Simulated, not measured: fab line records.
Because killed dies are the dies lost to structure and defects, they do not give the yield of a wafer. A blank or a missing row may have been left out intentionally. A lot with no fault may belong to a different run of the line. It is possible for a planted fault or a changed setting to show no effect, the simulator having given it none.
Which of the tools did it? | flow sky130 | 6 lots, 18 wafers sampled, at 3 steps of a route of 708

WHAT EACH GAUGE READ, for each wafer
SKY_SD_P_CD_MEAS_07: target cd 380 nm.
lot  | measured     | on       | cdNm (nm)
L697 | day 26 04:27 | cdSem-02 | 378.6 376.6 377.5
L700 | day 27 07:58 | cdSem-02 | 380.2 380.3 381.9
L702 | day 27 18:46 | cdSem-01 | 378.6 377.6 377.9
L706 | day 29 00:20 | cdSem-01 | 378.2 382.0 379.7
L717 | day 32 17:42 | cdSem-02 | 384.3 378.6 378.2
L719 | day 32 21:34 | cdSem-02 | 382.3 381.3 383.0

WHICH TOOL RAN EACH LOT (tool, then ch and the chambers of the sampled wafers, then the start)
lot  | SKY_NWELL_EXPOSE_20                | SKY_RES_PROTECT_STRIP_07
L697 | ilineStepper-01 ch 0, day 5 07:01  | plasmaAsher-04 ch 0,1, day 15 18:45
L700 | ilineStepper-01 ch 0, day 6 04:39  | plasmaAsher-02 ch 0,1, day 16 22:36
L702 | ilineStepper-02 ch 0, day 6 16:26  | plasmaAsher-03 ch 0,1, day 17 11:06
L706 | ilineStepper-02 ch 0, day 7 12:02  | plasmaAsher-02 ch 0,1, day 18 17:50
L717 | ilineStepper-01 ch 0, day 10 09:10 | plasmaAsher-03 ch 0,1, day 22 22:27
L719 | ilineStepper-01 ch 0, day 10 18:40 | plasmaAsher-02 ch 0,1, day 23 06:28
- SKY_NWELL_EXPOSE_20: exposes mask NWM COMPLEMENT, target cd 840 nm.
- SKY_RES_PROTECT_STRIP_07: strips in O2/N2.

THE ANSWER, worked out from the rows above alone
Rule: usual is defined by the lots themselves. The widest of any qualifying gaps counts: lots, ordered by their means at a reading, are off when they make up no more than a third of the lots, leave a main group of 4 or more, and stand apart from it by 3 or more times the standard deviation of that group's means. A main group is skipped when, at the precision printed for the reading in the tables above, its means are all equal. Also off: a lot with no number at a reading for which 4 or more lots have one. The other lots that the step has rows for count as sound.
No lot is off at any reading shown: from this, nothing can be told.

WHAT THE SIMULATOR HAD INSERTED
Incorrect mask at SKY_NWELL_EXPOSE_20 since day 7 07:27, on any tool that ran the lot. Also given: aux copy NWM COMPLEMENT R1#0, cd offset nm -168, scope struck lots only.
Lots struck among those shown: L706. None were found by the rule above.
